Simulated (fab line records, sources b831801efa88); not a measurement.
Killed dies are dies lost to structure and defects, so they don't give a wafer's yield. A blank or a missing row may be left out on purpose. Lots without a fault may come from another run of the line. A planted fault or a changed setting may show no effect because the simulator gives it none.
Which tool did it? | flow gf180mcu | 12 lots, 36 wafers sampled, at 6 steps of a route of 602

WHAT THE GAUGES READ, wafer by wafer
GF_M1_THK_MEAS_06: measures by xrf. Usual: M1_ALCU_THK 458 nm, standard deviation 5.
lot  | measured     | on            | M1_ALCU_THK (nm) | flag
L235 | day 16 03:31 | film_metro-02 | 450 457 453      |
L236 | day 16 08:43 | film_metro-03 | 461 459 454      |
L238 | day 17 00:49 | film_metro-02 | 444 449 451      |
L239 | day 17 15:16 | film_metro-03 | 456 458 460      |
L240 | day 18 02:25 | film_metro-02 | 465 459 466      |
L242 | day 18 23:25 | film_metro-03 | 464 461 465      |
L245 | day 20 03:39 | film_metro-03 | 462 460 458      |
L246 | day 20 09:32 | film_metro-01 | 454 455 458      |
L253 | day 22 21:04 | film_metro-01 | 459 455 456      |
L254 | day 23 02:25 | film_metro-01 | 457 460 461      |
L256 | day 23 13:27 | film_metro-02 | 451 454 453      |
L257 | day 23 20:01 | film_metro-01 | 465 468 461      |

GF_V1_RS_MEAS_24: measures by four-point-probe. Usual: V1_W_RS 0.329 ohm/sq, standard deviation 0.0034.
lot  | measured     | on            | V1_W_RS (ohm/sq)  | flag
L235 | day 18 03:18 | film_metro-02 | 0.326 0.333 0.323 |
L236 | day 18 09:12 | film_metro-01 | 0.328 0.321 0.326 |
L238 | day 19 03:18 | film_metro-04 | 0.326 0.323 0.328 |
L239 | day 19 17:37 | film_metro-02 | 0.331 0.328 0.332 |
L240 | day 20 06:03 | film_metro-02 | 0.333 0.330 0.327 |
L242 | day 21 01:28 | film_metro-04 | 0.333 0.335 0.336 |
L245 | day 22 05:07 | film_metro-04 | 0.325 0.326 0.322 |
L246 | day 22 11:47 | film_metro-02 | 0.321 0.332 0.330 |
L253 | day 24 19:59 | film_metro-04 | 0.333 0.333 0.325 |
L254 | day 25 01:32 | film_metro-04 | 0.331 0.329 0.336 |
L256 | day 25 11:14 | film_metro-04 | 0.326 0.324 0.323 |
L257 | day 25 17:47 | film_metro-02 | 0.328 0.328 0.328 |

GF_M2_RS_MEAS_05: measures by four-point-probe. Usual: M2_ALCU_RS 0.0698 ohm/sq, standard deviation 0.00069.
lot  | measured     | on            | M2_ALCU_RS (ohm/sq)  | flag
L235 | day 18 04:00 | film_metro-02 | 0.0714 0.0715 0.0717 |
L236 | day 18 09:54 | film_metro-03 | 0.0695 0.0695 0.0692 |
L238 | day 19 04:00 | film_metro-03 | 0.0704 0.0710 0.0701 |
L239 | day 19 18:19 | film_metro-04 | 0.0704 0.0706 0.0695 |
L240 | day 20 06:45 | film_metro-02 | 0.0693 0.0682 0.0686 |
L242 | day 21 02:10 | film_metro-04 | 0.0692 0.0685 0.0691 |
L245 | day 22 05:49 | film_metro-03 | 0.0706 0.0696 0.0698 |
L246 | day 22 12:29 | film_metro-03 | 0.0691 0.0700 0.0701 |
L253 | day 24 20:41 | film_metro-04 | 0.0700 0.0706 0.0869 | OFF
L254 | day 25 02:14 | film_metro-04 | 0.0683 0.0850 0.0689 | OFF
L256 | day 25 11:57 | film_metro-04 | 0.0696 0.0704 0.0700 |
L257 | day 25 18:29 | film_metro-03 | 0.0706 0.0706 0.0709 |

GF_M2_THK_MEAS_06: measures by xrf. Usual: M2_ALCU_THK 457 nm, standard deviation 4.9.
lot  | measured     | on            | M2_ALCU_THK (nm) | flag
L235 | day 18 04:07 | film_metro-02 | 446 443 442      |
L236 | day 18 10:01 | film_metro-03 | 465 463 462      |
L238 | day 19 04:07 | film_metro-03 | 454 453 456      |
L239 | day 19 18:25 | film_metro-04 | 452 446 458      |
L240 | day 20 06:52 | film_metro-02 | 455 464 460      |
L242 | day 21 02:17 | film_metro-04 | 459 466 464      |
L245 | day 22 05:56 | film_metro-03 | 455 461 461      |
L246 | day 22 12:37 | film_metro-03 | 465 459 460      |
L253 | day 24 20:47 | film_metro-04 | 451 450 367      | OFF
L254 | day 25 02:20 | film_metro-04 | 467 376 463      | OFF
L256 | day 25 12:04 | film_metro-04 | 458 454 454      |
L257 | day 25 18:36 | film_metro-03 | 457 458 454      |

GF_V2_THK_MEAS_03. Usual: V2_CVD_02_THK 851 nm, standard deviation 11.
lot  | measured     | on            | V2_CVD_02_THK (nm) | flag
L235 | day 19 04:32 | film_metro-03 | 842 841 845        |
L236 | day 19 11:49 | film_metro-04 | 826 836 843        |
L238 | day 20 05:35 | film_metro-04 | 840 841 867        |
L239 | day 20 18:30 | film_metro-03 | 847 850 853        |
L240 | day 21 07:28 | film_metro-01 | 843 840 861        |
L242 | day 22 03:06 | film_metro-03 | 838 827 847        |
L245 | day 23 05:24 | film_metro-01 | 835 836 848        |
L246 | day 23 12:56 | film_metro-03 | 837 837 842        |
L253 | day 25 18:56 | film_metro-03 | 857 851 864        |
L254 | day 26 00:07 | film_metro-03 | 844 850 871        |
L256 | day 26 09:44 | film_metro-03 | 830 849 857        |
L257 | day 26 16:52 | film_metro-04 | 846 873 853        |

WHICH TOOL RAN EACH LOT (tool, then ch and the chambers of the sampled wafers, then the start)
lot  | GF_M2_SPUTTER_02
L235 | pvd_sputter-02, day 18 03:55
L236 | pvd_sputter-01, day 18 09:49
L238 | pvd_sputter-02, day 19 03:55
L239 | pvd_sputter-03, day 19 18:12
L240 | pvd_sputter-01, day 20 06:40
L242 | pvd_sputter-03, day 21 02:04
L245 | pvd_sputter-03, day 22 05:43
L246 | pvd_sputter-01, day 22 12:24
L253 | pvd_sputter-02, day 24 20:34
L254 | pvd_sputter-02, day 25 02:07
L256 | pvd_sputter-03, day 25 11:52
L257 | pvd_sputter-03, day 25 18:23
- GF_M2_SPUTTER_02: material AlCu, target thk 450 nm, time 23.9 s.

WHAT THE TOOLS THEMSELVES READ (means of the sampled wafers that have a number; where no wafer has one, the mark that the record gives instead)
GF_M2_SPUTTER_02. Usual: throttle_valve_pct 29.7 %, standard deviation 0.7.
lot  | tool           | throttle_valve_pct (%) | flag
L235 | pvd_sputter-02 | 30.1                   |
L236 | pvd_sputter-01 | 29.3                   |
L238 | pvd_sputter-02 | 30.1                   |
L239 | pvd_sputter-03 | 29.4                   |
L240 | pvd_sputter-01 | 29.8                   |
L242 | pvd_sputter-03 | 30.1                   |
L245 | pvd_sputter-03 | 29.6                   |
L246 | pvd_sputter-01 | 29.2                   |
L253 | pvd_sputter-02 | 29.5                   |
L254 | pvd_sputter-02 | 29.4                   |
L256 | pvd_sputter-03 | 29.8                   |
L257 | pvd_sputter-03 | 29.5                   |

THE ANSWER, worked out from the rows above alone
Rule: a lot is off if the mean of its wafers that have a number lies more than 3 standard deviations from the usual mean. A lot without any number at a reading at which 4 lots or more have one is off too. The other lots that the step has rows for count as sound. The gauges are gone through in route order, then the tools' own readings, and for those a lot's mean is taken as printed above. The first step at which some lot is off is used, and at that step the reading that is off furthest; a lot without a number counts as furthest.
Off: L253, L254, at GF_M2_RS_MEAS_05 (M2_ALCU_RS).
A tool fits if, at a process step before that reading, it ran every lot that is off, and no sound lot after the first of them. The gauges at GF_M2_RS_MEAS_05 are tried like those tools. One fits: pvd_sputter-02 at GF_M2_SPUTTER_02. Its last sound lot is L238 (day 19 03:55), its first lot that is off L253 (day 24 20:34): a fault that began between those two fits.

WHAT THE SIMULATOR HAD PUT IN
Process parameter drift: pvd_sputter-02, from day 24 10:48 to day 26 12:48, at GF_M2_SPUTTER_02. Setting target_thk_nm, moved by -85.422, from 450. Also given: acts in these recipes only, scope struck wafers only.
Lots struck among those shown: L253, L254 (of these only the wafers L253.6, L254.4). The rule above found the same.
